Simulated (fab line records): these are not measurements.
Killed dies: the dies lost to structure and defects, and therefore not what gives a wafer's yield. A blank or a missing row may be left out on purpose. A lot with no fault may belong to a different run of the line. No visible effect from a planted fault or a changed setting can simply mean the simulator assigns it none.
fab line records | flow sky130
record: lots: 5 wafers: 15 last_day: 50
route steps=708 shown LDD_LDN@289 PAD_OPEN@708
lots with no fault: from the same line, run without faults
start_h: hours from the record's opening day to when the first of the lot's shown wafers began | wait_h: hours since the lot's step before | " same as the row above | L1.1+2: several wafers, shown together as one row | - either no value or no given start | * or withheld: withheld | < > ~ a bound
route shown NAME@n: a module of which the file shows steps, and the number in the route of the first | usual: the fault-free wafers' mean and standard deviation | same: alike in all rows | chamber/n: place in a boat | sites: each site's reading | _std_site: their standard deviation | _edge_site: outer sites' mean less inner sites' | radius_mm: for every site, how far away it sits from the centre of the wafer | mask NAME#n: copy n | behind: the last tool/chamber to shape the wafer | hold: cause of the lot's hold/its duration in hours/its outcome | device: transistor that didn't switch, given as n, p or np | end of line: the same wafers' tests at the end of the route | where a step has no rows: the recipe by itself | killed: at the first sort, the dies lost to defects and structure; wafer yield is something else | map: shows each die of a wafer: x if killed, . if not, _ if none is there
set.NAME: the setting the step ran with; set.NAME@STEP: the setting that earlier step ran with | model.NAME: the simulator's own value behind a step, which no gauge read
lots at some steps of the route; a table a step, a row a wafer
services: a tool's chamber out of use, with start hour (start_h, from the record's first day; less than 0 if before it), hours out, and reason
== steps ==
step: SKY_LDD_LDN_DEHYDRATE_00
recipe: temp_c: 200 time_s: 60
step: SKY_LDD_LDN_HMDS_01
recipe: prime_time_s: 60 prime_temp_c: 120
step: SKY_LDD_LDN_COAT_02
recipe: resist: NOVOLAK spin_rpm: 3000 resist_thk_nm: 1140
step: SKY_LDD_LDN_SOFTBAKE_03
recipe: temp_c: 90 time_s: 60 resist: NOVOLAK
step: SKY_LDD_LDN_EXPOSE_04
recipe: mask_id: LDNTM na: 0.6 source_shape: conventional sigma_outer: 0.6 polarization: unpolarized target_cd_nm: 700 dose_mj: 140
step: SKY_LDD_LDN_PEB_05
recipe: temp_c: withheld time_s: * resist: NOVOLAK
step: SKY_LDD_LDN_DEVELOP_06
recipe: resist: NOVOLAK developer: TMAH develop_time_s: 60 dev_temp_c: 23
step: SKY_LDD_LDN_OVL_MEAS_07
usual: LDD_LDN_OVL: 0.4/1.3
columns lot.wafer tool chamber start_h wait_h LDD_LDN_OVL[nm]
L855.1 overlay-01 - 575.16 0.1 0.7
L855.2 " - " " 3.0
L855.3 " - " " 2.9
L866.3 overlay-01 - 656.19 0.1 -1.1
L866.4 " - " " -1.4
L866.5 " - " " 0.7
L868.3 overlay-01 - 671.54 0.1 0.7
L868.5 " - " " -0.9
L868.6 " - " " 2.2
L870.1 overlay-01 - 689.23 0.1 0.5
L870.2 " - " " -2.6
L870.3 " - " " 0.7
L872.1 overlay-01 - 700.43 0.1 0.1
L872.3 " - " " 0.7
L872.5 " - " " -0.7
step: SKY_LDD_LDN_IMPLANT_08
recipe: species: As energy_kev: 15 dose_cm2: 1.25e+13 tilt_deg: withheld rotation_deg: 23
step: SKY_LDD_LDN_IMPLANT_09
recipe: species: As energy_kev: 15 dose_cm2: 1.25e+13 tilt_deg: withheld rotation_deg: 113
step: SKY_LDD_LDN_IMPLANT_10
recipe: species: As energy_kev: 15 dose_cm2: 1.25e+13 tilt_deg: withheld rotation_deg: 203
step: SKY_LDD_LDN_IMPLANT_11
recipe: species: As energy_kev: 15 dose_cm2: 1.25e+13 tilt_deg: withheld rotation_deg: 293
step: SKY_LDD_LDN_STRIP_12
recipe: chemistry: O2/N2 power_w: 1400 pressure_mtorr: 1500 platen_temp_c: withheld o2_flow_sccm: 3000 n2_flow_sccm: 300 overash_fraction: 0.5
usual: drypump_motor_current_A: 5.68/0.18 oes_product_au: 0.715/0.0045 strip_time_to_endpoint_s: 14.20/0.037
columns lot.wafer tool chamber start_h wait_h drypump_motor_current_A oes_product_au rf_hours_counter_h strip_time_to_endpoint_s model.NOVOLAK_of_LDD_LDN_COAT_02.thk_nm
L855.1 plasma_asher-02 1 575.80 0.1 5.83 0.922 90 - 576.3
L855.2 " 0 " " 5.83 0.921 90 - 577.3
L855.3 " 1 " " 5.84 0.916 - - 576.3
L866.3 plasma_asher-01 1 656.85 0.1 5.42 0.712 - 14.24 0
L866.4 " 0 " " 5.51 0.713 - 14.27 0
L866.5 " 1 " " 5.43 0.711 - 14.28 0
L868.3 plasma_asher-02 1 672.20 0.1 5.86 0.717 - 14.26 0
L868.5 " 1 " " 5.84 0.717 - 14.22 0
L868.6 " 0 " " 5.82 0.716 - 14.19 0
L870.1 plasma_asher-02 0 689.86 0.1 5.83 0.716 101 14.21 0
L870.2 " 1 " " 5.85 0.715 101 14.19 0
L870.3 " 1 " " 5.84 0.713 - 14.21 0
L872.1 plasma_asher-03 0 701.06 0.1 5.76 0.716 51 14.18 0
L872.3 " 1 " " 5.85 0.711 - 14.18 0
L872.5 " 0 " " 5.73 0.712 - 14.14 0
step: SKY_LDD_LDN_TW_MEAS_13
usual: LDD_LDN_TW: 1486/8.7
columns lot.wafer tool chamber start_h wait_h LDD_LDN_TW
L855.1 film_metro-04 - 575.90 0.1 1483
L855.2 " - " " 1481
L855.3 " - " " 1484
L866.3 film_metro-04 - 656.93 0.1 1482
L866.4 " - " " 1489
L866.5 " - " " 1490
L868.3 film_metro-02 - 672.28 0.1 1473
L868.5 " - " " 1481
L868.6 " - " " 1475
L870.1 film_metro-04 - 689.96 0.1 1500
L870.2 " - " " 1495
L870.3 " - " " 1493
L872.1 film_metro-02 - 701.16 0.1 1478
L872.3 " - " " 1497
L872.5 " - " " 1481
step: SKY_PAD_OPEN_PROBE_99
usual: killed_at_M0_to_M3: 43/6.8 killed_at_M4_up: 3.0/1.6 killed_at_contacts: 25/6 killed_at_front_end: 15/4.4 killed_at_other: 0.3/0.52 killed_dies: 86/9.6 killed_on_rim: 17/3.5 killed_open: 47/6.7 killed_short: 39/6.8
same: gross_dies: 492 killed_at_back_side: 0
columns lot.wafer tool chamber start_h wait_h killed_at_M0_to_M3 killed_at_M4_up killed_at_contacts killed_at_front_end killed_at_other killed_dies killed_on_rim killed_open killed_short
L855.1 prober-02 - 1109.00 0.1 49 2 25 415 1 492 96 52 43
L855.2 prober-02 - 1109.05 0.1 37 3 47 405 0 492 96 65 41
L855.3 prober-02 - 1109.10 0.2 34 3 21 433 1 492 96 39 37
L866.4 prober-01 - 1165.35 0.2 35 2 27 19 2 85 17 53 31
L866.5 prober-01 - 1165.40 0.2 48 6 22 14 0 90 19 45 45
L868.5 prober-01 - 1174.60 0.2 40 4 27 19 0 90 23 44 46
L868.6 prober-01 - 1174.65 0.2 44 4 25 5 0 78 14 41 36
L870.1 prober-01 - 1185.13 0.1 41 2 22 22 0 87 13 43 44
L870.2 prober-01 - 1185.18 0.1 36 2 25 15 0 78 19 36 42
L870.3 prober-01 - 1185.23 0.2 40 1 25 13 0 79 14 44 35
L872.3 prober-01 - 1190.48 0.2 45 4 27 26 0 102 21 54 47
killed by level:class
L855.1 SPACER:area_cvd=397 CONTACT:geometric_particle:open=14 VIA1:geometric_particle:open=14 POLY_GATE:geometric_particle:short=7 VIA3:geometric_particle:open=7 METAL1:geometric_particle:short=6 VIA2:geometric_particle:open=6 LI_CONTACT:geometric_particle:open=5
L855.2 SPACER:area_cvd=386 CONTACT:geometric_particle:open=17 CONTACT:geometric_particle:short=11 LI_CONTACT:geometric_particle:open=10 VIA3:geometric_particle:open=8 POLY_GATE:geometric_particle:open=7 VIA1:geometric_particle:open=7 POLY_GATE:geometric_particle:short=6
L855.3 SPACER:area_cvd=416 LI_CONTACT:geometric_particle:open=9 VIA2:geometric_particle:open=9 METAL2:geometric_particle:short=7 FIELD_ISO:geometric_particle:short=5 POLY_GATE:geometric_particle:short=5 VIA1:geometric_particle:open=5 CONTACT:geometric_particle:open=4
L866.4 VIA1:geometric_particle:open=10 FIELD_ISO:geometric_particle:open=8 CONTACT:geometric_particle:open=8 LI_CONTACT:geometric_particle:open=7 VIA2:geometric_particle:open=6 CONTACT:geometric_particle:short=5 VIA3:geometric_particle:open=5 POLY_GATE:geometric_particle:open=4
L866.5 VIA1:geometric_particle:open=15 CONTACT:geometric_particle:open=11 VIA1:geometric_particle:short=8 POLY_GATE:geometric_particle:short=5 VIA2:geometric_particle:open=5 FIELD_ISO:geometric_particle:short=4 CONTACT:geometric_particle:short=4 METAL2:geometric_particle:short=4
L868.5 CONTACT:geometric_particle:open=11 LI_CONTACT:geometric_particle:open=8 VIA2:geometric_particle:open=6 FIELD_ISO:geometric_particle:open=5 POLY_GATE:geometric_particle:open=5 CONTACT:geometric_particle:short=5 METAL1:geometric_particle:short=5 VIA1:geometric_particle:short=5
L868.6 CONTACT:geometric_particle:open=10 VIA1:geometric_particle:open=9 VIA1:geometric_particle:short=7 VIA2:geometric_particle:open=5 CONTACT:geometric_particle:short=5 VIA3:geometric_particle:short=5 LI_CONTACT:geometric_particle:open=4 METAL1:geometric_particle:short=4
L870.1 VIA1:geometric_particle:open=7 LOCAL_INTERCONNECT:geometric_particle:short=6 VIA2:geometric_particle:open=6 FIELD_ISO:geometric_particle:open=5 POLY_GATE:geometric_particle:short=5 SPACER:geometric_particle:short=5 CONTACT:geometric_particle:open=5 METAL1:geometric_particle:open=5
L870.2 LI_CONTACT:geometric_particle:open=10 VIA2:geometric_particle:open=7 CONTACT:geometric_particle:short=5 CONTACT:geometric_particle:open=5 VIA1:geometric_particle:open=5 FIELD_ISO:geometric_particle:short=4 POLY_GATE:geometric_particle:open=4 VIA3:geometric_particle:open=4
L870.3 CONTACT:geometric_particle:open=11 VIA1:geometric_particle:open=9 METAL2:geometric_particle:short=7 POLY_GATE:geometric_particle:open=6 VIA1:geometric_particle:short=6 VIA2:geometric_particle:open=6 CONTACT:geometric_particle:short=4 POLY_GATE:geometric_particle:short=4
L872.3 LI_CONTACT:geometric_particle:open=11 VIA1:geometric_particle:open=8 CONTACT:geometric_particle:open=7 VIA3:geometric_particle:open=7 VIA2:geometric_particle:open=7 FIELD_ISO:geometric_particle:short=6 FIELD_ISO:geometric_particle:open=5 METAL1:geometric_particle:short=5
map L855.1 (x killed, . not)
__________xxxxxxxxxx_________
________xxxxxxxxxxxxxx_______
______xxxxxxxxxxxxxxxxxx_____
_____xxxxxxxxxxxxxxxxxxxx____
____xxxxxxxxxxxxxxxxxxxxxx___
___xxxxxxxxxxxxxxxxxxxxxxxx__
__xxxxxxxxxxxxxxxxxxxxxxxxxx_
_xxxxxxxxxxxxxxxxxxxxxxxxxxxx
_xxxxxxxxxxxxxxxxxxxxxxxxxxxx
_xxxxxxxxxxxxxxxxxxxxxxxxxxxx
_xxxxxxxxxxxxxxxxxxxxxxxxxxxx
_xxxxxxxxxxxxxxxxxxxxxxxxxxxx
_xxxxxxxxxxxxxxxxxxxxxxxxxxxx
_xxxxxxxxxxxxxxxxxxxxxxxxxxxx
_xxxxxxxxxxxxxxxxxxxxxxxxxxxx
__xxxxxxxxxxxxxxxxxxxxxxxxxx_
___xxxxxxxxxxxxxxxxxxxxxxxx__
____xxxxxxxxxxxxxxxxxxxxxx___
_____xxxxxxxxxxxxxxxxxxxx____
______xxxxxxxxxxxxxxxxxx_____
________xxxxxxxxxxxxxx_______
__________xxxxxxxxxx_________
map L868.3 (x killed, . not)
__________....x.x..._________
________...x.x........_______
______..xx....x...x....._____
_____..................x.____
____........xx.x..........___
___...x......xx.x..........__
__x....x...x................_
_.x.x.....x.........xx.......
_......xx......x....x........
_x.x..xx.x....x.....x.......x
_..x.xxx....x.xx...x....xx..x
_...................x.x.x..x.
_.xx....x.....xx...x...x....x
_.......x..x.x.x.............
_.x.xx................x.x....
__..x...xx...x..x......x.x.._
___.........xx............x__
____xx..x...x.............___
_____x....x.....x..xxx...____
______x.x......x.x....xx_____
________...x.........._______
__________.........._________
== services ==
columns tool chamber start_h hours kind
plasma_asher-03 - 552.93 14.6 pm
plasma_asher-01 - 583.80 0.4 repair
plasma_asher-01 - 584.96 0.8 repair
== key ==
first_sign: step: SKY_LDD_LDN_STRIP_12 reading: oes_product_au direction: up sigmas: 46 usual: 0.715 struck: 0.920
effect: step: SKY_PAD_OPEN_PROBE_99 reading: killed_at_front_end direction: up sigmas: 91 usual: 15 struck: 418
model_effect: step: SKY_LDD_LDN_STRIP_12 value: NOVOLAK_of_LDD_LDN_COAT_02.thk_nm without: 0 struck: 576.6
more_kills_born_at: SKY_SPACER_CVD_00@lpcvd-02: 1199
met_at SKY_LDD_LDN_STRIP_12
struck_wafers L855.1,L855.2,L855.3
later_rows_left_out L855.1,L855.2,L855.3
tester_left_out L855
fault: kind: strip_aborted tool: plasma_asher-02 chamber: - onset_h: 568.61 steps: SKY_LDD_LDN_STRIP_12 offset: 0.75091 end_h: 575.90
tester_left_out: of these lots the tester's yield and bins aren't shown, on N5 and GAA mostly nor the transistor test; their killed dies are dies lost to structure and defects alone, not to doping, threshold or leakage, so they don't give the yield
later_rows_left_out: the simulator's readings of these wafers behind a module that went badly wrong aren't trusted and aren't shown, but for the sort
